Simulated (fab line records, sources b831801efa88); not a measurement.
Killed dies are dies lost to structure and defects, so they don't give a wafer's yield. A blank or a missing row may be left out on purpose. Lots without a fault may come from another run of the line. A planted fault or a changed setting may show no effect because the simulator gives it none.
Which tool did it? | flow gf180mcu | 14 lots, 42 wafers sampled, at 4 steps of a route of 602

WHAT THE GAUGES READ, wafer by wafer
GF_M2_THK_MEAS_06: measures by xrf. Usual: M2_ALCU_THK 446 nm, standard deviation 6.6.
lot  | measured     | on            | M2_ALCU_THK (nm) | flag
L947 | day 18 11:33 | film_metro-02 | 455 452 456      |
L949 | day 19 14:12 | film_metro-02 | 442 444 440      |
L951 | day 20 05:41 | film_metro-02 | 442 442 443      |
L953 | day 20 22:25 | film_metro-03 | 449 450 444      |
L954 | day 21 08:40 | film_metro-02 | 445 440 449      |
L955 | day 22 04:56 | film_metro-04 | 456 448 456      |
L959 | day 22 22:26 | film_metro-04 | 440 442 442      |
L961 | day 23 22:10 | film_metro-02 | 448 446 453      |
L962 | day 24 03:11 | film_metro-04 | 442 442 441      |
L964 | day 24 17:47 | film_metro-02 | 438 440 435      |
L966 | day 25 05:26 | film_metro-04 | 452 448 447      |
L967 | day 25 10:44 | film_metro-02 | 442 447 441      |
L968 | day 25 18:32 | film_metro-04 | 444 450 442      |
L969 | day 26 05:11 | film_metro-02 | 431 433 436      |

GF_M3_RS_MEAS_05: measures by four-point-probe. Usual: M3_ALCU_RS 0.0693 ohm/sq, standard deviation 0.0008.
lot  | measured     | on            | M3_ALCU_RS (ohm/sq)  | flag
L947 | day 20 16:10 | film_metro-03 | 0.0708 0.0688 0.0705 |
L949 | day 21 18:08 | film_metro-03 | 0.0701 0.0703 0.0697 |
L951 | day 22 08:40 | film_metro-02 | 0.0679 0.0680 0.0689 |
L955 | day 24 05:14 | film_metro-03 | 0.0692 0.0681 0.0692 |
L959 | day 24 22:12 | film_metro-03 | 0.0690 0.0694 0.0698 |
L961 | day 25 19:23 | film_metro-02 | 0.0693 0.0700 0.0701 |
L962 | day 26 01:44 | film_metro-02 | 0.0706 0.0702 0.0695 |
L964 | day 26 14:40 | film_metro-02 | 0.0686 0.0680 0.0686 |
L966 | day 27 01:55 | film_metro-02 | 0.0694 0.0706 0.0687 |
L967 | day 27 07:01 | film_metro-02 | 0.0698 0.0712 0.0699 |
L968 | day 27 14:39 | film_metro-02 | 0.0692 0.0685 0.0701 |
L969 | day 28 01:30 | film_metro-03 | 0.0691 0.0693 0.0702 |

WHICH TOOL RAN EACH LOT (tool, then ch and the chambers of the sampled wafers, then the start)
lot  | GF_V2_ETCH_16                      | GF_V2_SPUTTER_21
L947 | rie_diel-01 ch 0,1, day 20 14:34   | pvd_sputter-01, day 20 15:14
L949 | rie_diel-01 ch 0,1, day 21 16:31   | pvd_sputter-01, day 21 17:12
L951 | rie_diel-02 ch 2,3, day 22 07:00   | pvd_sputter-03, day 22 07:42
L953 | rie_diel-02 ch 0,1,2, day 22 23:03 | pvd_sputter-01, day 22 23:45
L954 | rie_diel-03 ch 1,3, day 23 08:14   | pvd_sputter-04, day 23 08:54
L955 | rie_diel-02 ch 0,1,3, day 24 03:39 | pvd_sputter-04, day 24 04:19
L959 | rie_diel-03 ch 0,2, day 24 20:35   | pvd_sputter-03, day 24 21:15
L961 | rie_diel-01 ch 0,2,3, day 25 17:41 | pvd_sputter-03, day 25 18:23
L962 | rie_diel-02 ch 0,1,3, day 26 00:08 | pvd_sputter-01, day 26 00:49
L964 | rie_diel-01 ch 0,2,3, day 26 13:03 | pvd_sputter-01, day 26 13:43
L966 | rie_diel-02 ch 1,2,3, day 27 00:15 | pvd_sputter-03, day 27 00:57
L967 | rie_diel-03 ch 0,1,3, day 27 05:20 | pvd_sputter-03, day 27 06:02
L968 | rie_diel-02 ch 0,3, day 27 13:03   | pvd_sputter-01, day 27 13:43
L969 | rie_diel-03 ch 0,1,3, day 27 23:50 | pvd_sputter-04, day 28 00:30
- GF_V2_ETCH_16: etches BARC in N2/H2.
- GF_V2_SPUTTER_21: material Ti, target thk 15 nm, time 80.02 s.

WHAT THE TOOLS THEMSELVES READ (means of the sampled wafers that have a number; where no wafer has one, the mark that the record gives instead)
GF_V2_ETCH_16. Usual: drypump_motor_current_A 5.9 A, standard deviation 0.37; h2_flow_sccm 200.1 sccm, standard deviation 0.58; oes_product_au 0.855 a.u., standard deviation 0.0044; throttle_valve_pct 13.226 %, standard deviation 0.0094.
lot  | tool        | drypump_motor_current_A (A) | h2_flow_sccm (sccm) | oes_product_au (a.u.) | throttle_valve_pct (%) | flag
L947 | rie_diel-01 | 5.9                         | 200.1               | 0.859                 | 13.222                 |
L949 | rie_diel-01 | 5.9                         | 199.7               | 0.859                 | 13.223                 |
L951 | rie_diel-02 | 5.8                         | 200.0               | 0.857                 | 13.226                 |
L953 | rie_diel-02 | 6.1                         | 199.8               | 0.857                 | 13.229                 |
L954 | rie_diel-03 | 6.0                         | 200.3               | 0.855                 | 13.220                 |
L955 | rie_diel-02 | 5.9                         | 200.5               | 0.852                 | 13.222                 |
L959 | rie_diel-03 | 6.3                         | 200.6               | 0.860                 | 13.226                 |
L961 | rie_diel-01 | 5.6                         | 199.6               | 0.852                 | 13.223                 |
L962 | rie_diel-02 | 5.9                         | 199.8               | 0.855                 | 13.233                 |
L964 | rie_diel-01 | 5.6                         | 200.7               | 0.849                 | 13.227                 |
L966 | rie_diel-02 | 5.9                         | 199.9               | 0.854                 | 13.224                 |
L967 | rie_diel-03 | 5.9                         | 199.8               | 0.855                 | 13.218                 |
L968 | rie_diel-02 | 5.9                         | 200.2               | 0.854                 | 13.231                 |
L969 | rie_diel-03 | 5.9                         | 200.2               | 0.856                 | 13.221                 |

GF_V2_SPUTTER_21. Usual: cathode_dc_power_W 2500.0 W, standard deviation 0.46; chamber_pressure_pa 5.001 Pa, standard deviation 0.01; throttle_valve_pct 29.9 %, standard deviation 0.96.
lot  | tool           | cathode_dc_power_W (W) | chamber_pressure_pa (Pa) | throttle_valve_pct (%) | flag
L947 | pvd_sputter-01 | 2500.3                 | 5.001                    | 29.3                   |
L949 | pvd_sputter-01 | 2500.2                 | 5.008                    | 30.3                   |
L951 | pvd_sputter-03 | 2499.6                 | 4.992                    | 30.5                   |
L953 | pvd_sputter-01 | -                      | -                        | -                      | OFF
L954 | pvd_sputter-04 | -                      | -                        | -                      | OFF
L955 | pvd_sputter-04 | 2500.2                 | 5.000                    | 30.0                   |
L959 | pvd_sputter-03 | 2500.2                 | 5.013                    | 30.1                   |
L961 | pvd_sputter-03 | 2500.0                 | 5.008                    | 30.3                   |
L962 | pvd_sputter-01 | 2500.3                 | 4.994                    | 28.7                   |
L964 | pvd_sputter-01 | 2500.4                 | 5.007                    | 29.9                   |
L966 | pvd_sputter-03 | 2500.2                 | 5.003                    | 30.3                   |
L967 | pvd_sputter-03 | 2500.3                 | 4.992                    | 30.6                   |
L968 | pvd_sputter-01 | 2500.4                 | 5.006                    | 29.7                   |
L969 | pvd_sputter-04 | 2500.1                 | 4.991                    | 29.6                   |

THE ANSWER, worked out from the rows above alone
Rule: a lot is off if the mean of its wafers that have a number lies more than 3 standard deviations from the usual mean. A lot without any number at a reading at which 4 lots or more have one is off too. The other lots that the step has rows for count as sound. The gauges are gone through in route order, then the tools' own readings, and for those a lot's mean is taken as printed above. The first step at which some lot is off is used, and at that step the reading that is off furthest; a lot without a number counts as furthest.
Off: L953, L954, at GF_V2_SPUTTER_21 (cathode_dc_power_W). Without a number there: L953, L954.
A tool fits if, at that step or a process step before it, it ran every lot that is off, and no sound lot after the first of them. None of those tried fits.

WHAT THE SIMULATOR HAD PUT IN
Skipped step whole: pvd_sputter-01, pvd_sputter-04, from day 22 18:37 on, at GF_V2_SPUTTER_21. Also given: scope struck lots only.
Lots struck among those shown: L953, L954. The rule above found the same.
